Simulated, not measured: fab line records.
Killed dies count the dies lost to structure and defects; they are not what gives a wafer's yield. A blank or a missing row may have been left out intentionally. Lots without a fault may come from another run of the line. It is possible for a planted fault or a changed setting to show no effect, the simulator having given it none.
Which tool did it?	flow sky130	33 wafers from 11 lots sampled at 5 of the route's 708 steps

WHAT THE GAUGES SHOWED, per wafer
SKY_METAL1_THK_MEAS_06: measures by xrf.
lot	measured	on	METAL1_ALCU_THK (nm)
L414	day 31 10:19	film metro-03	257.9 256.7 257.2
L415	day 32 00:51	film metro-02	257.4 256.7 254.5
L416	day 33 16:37	film metro-03	259.6 257.2 257.8
L418	day 34 04:16	film metro-04	255.8 258.1 258.6
L417	day 34 07:56	film metro-03	258.7 261.5 258.9
L419	day 34 10:32	film metro-04	257.3 255.9 255.3
L422	day 35 04:14	film metro-02	251.7 254.5 253.3
L424	day 35 21:17	film metro-03	257.2 254.4 257.0
L427	day 36 09:24	film metro-02	252.9 254.8 252.8
L428	day 36 13:53	film metro-04	256.8 258.3 257.7
L435	day 38 13:52	film metro-03	257.5 256.0 259.2

SKY_VIA1_BOW_MEAS_03.
lot	measured	on	VIA1_BOW (um)
L414	day 32 15:06	film metro-02	76 74 77
L415	day 33 05:23	film metro-01	94 95 84
L416	day 34 21:19	film metro-04	79 77 85
L418	day 35 08:32	film metro-04	75 83 87
L417	day 35 11:53	film metro-01	75 77 78
L419	day 35 14:45	film metro-04	79 85 77
L422	day 36 08:06	film metro-02	73 79 78
L424	day 37 00:01	film metro-04	84 90 84
L427	day 37 12:35	film metro-01	70 79 84
L428	day 37 16:47	film metro-01	76 79 79
L435	day 39 16:14	film metro-02	84 77 93

SKY_VIA1_RS_MEAS_22: uses a four-point probe to measure.
lot	measured	on	VIA1_W_RS (ohm/sq)
L414	day 33 18:49	film metro-02	0.433 0.430 0.439
L415	day 34 08:56	film metro-02	0.444 0.437 0.440
L416	day 36 01:29	film metro-02	0.429 0.427 0.432
L418	day 36 11:38	film metro-04	0.433 0.436 0.438
L417	day 36 14:42	film metro-02	0.435 0.434 0.432
L419	day 36 18:14	film metro-01	0.445 0.444 0.442
L422	day 37 11:07	film metro-04	0.425 0.425 0.433
L424	day 38 02:49	film metro-02	0.434 0.435 0.433
L427	day 38 15:07	film metro-04	0.462 0.439 0.463
L428	day 38 19:03	film metro-01	0.441 0.441 0.449
L435	day 40 17:04	film metro-04	0.447 0.445 0.448

SKY_VIA1_THK_MEAS_23: measures by xrf.
lot	measured	on	VIA1_W_THK (nm)
L414	day 33 18:56	film metro-02	271 270 266
L415	day 34 09:02	film metro-02	261 266 264
L416	day 36 01:35	film metro-02	272 271 268
L418	day 36 11:44	film metro-04	266 263 261
L417	day 36 14:47	film metro-02	266 268 269
L419	day 36 18:21	film metro-01	262 260 262
L422	day 37 11:13	film metro-04	274 276 269
L424	day 38 02:56	film metro-02	266 266 266
L427	day 38 15:14	film metro-04	250 263 249
L428	day 38 19:10	film metro-01	264 261 256
L435	day 40 17:11	film metro-04	259 260 259

WHAT TOOL EACH LOT RAN ON (gives the tool, then ch and the chambers of the sampled wafers, and finally the start)
lot	SKY_VIA1_CVD_21
L414	cvd w-02 ch 0,1, day 33 18:43
L415	cvd w-01 ch 0,1, day 34 08:49
L416	cvd w-02 ch 0,1, day 36 01:23
L418	cvd w-01 ch 1, day 36 11:31
L417	cvd w-02 ch 0,1, day 36 14:35
L419	cvd w-01 ch 0,1, day 36 18:08
L422	cvd w-02 ch 0,1, day 37 11:01
L424	cvd w-02 ch 0,1, day 38 02:43
L427	cvd w-02 ch 0,1, day 38 15:01
L428	cvd w-01 ch 0,1, day 38 18:58
L435	cvd w-01 ch 0,1, day 40 16:59
- SKY_VIA1_CVD_21: deposits W, target thk 270 nm, time 80.902 s.

WHAT THE TOOLS THEMSELVES READ (means of the sampled wafers that have a number; where no wafer has one, the mark that the record gives instead)
SKY_VIA1_CVD_21.
lot	tool	heater power w (W)
L414	cvd w-02	978
L415	cvd w-01	781
L416	cvd w-02	983
L418	cvd w-01	739
L417	cvd w-02	987
L419	cvd w-01	789
L422	cvd w-02	971
L424	cvd w-02	994
L427	cvd w-02	908
L428	cvd w-01	761
L435	cvd w-01	813

THE ANSWER, worked out from the rows above alone
Rule: usual is defined by the lots themselves. Put in order of their means at a reading, lots are off if they are a third of the lots or fewer, leave a main group of 4 or more, and stand apart from it by a gap of 3 or more times the standard deviation of the main group's means; of several such gaps the widest counts. If all means in a main group match to the digits the tables above print for the reading, that group is not used. A lot without any number at a reading at which 4 lots or more have one is off too. The other lots that the step has rows for count as sound. First the gauges in route order, then the tools' own readings, where a lot's mean is used as printed above. At the first step where some lot is off, the reading lying furthest off is the one used; lots without a number count as furthest.
Across all readings shown, no lot is off: no conclusion can be drawn from this.

WHAT WAS PUT IN BY THE SIMULATOR
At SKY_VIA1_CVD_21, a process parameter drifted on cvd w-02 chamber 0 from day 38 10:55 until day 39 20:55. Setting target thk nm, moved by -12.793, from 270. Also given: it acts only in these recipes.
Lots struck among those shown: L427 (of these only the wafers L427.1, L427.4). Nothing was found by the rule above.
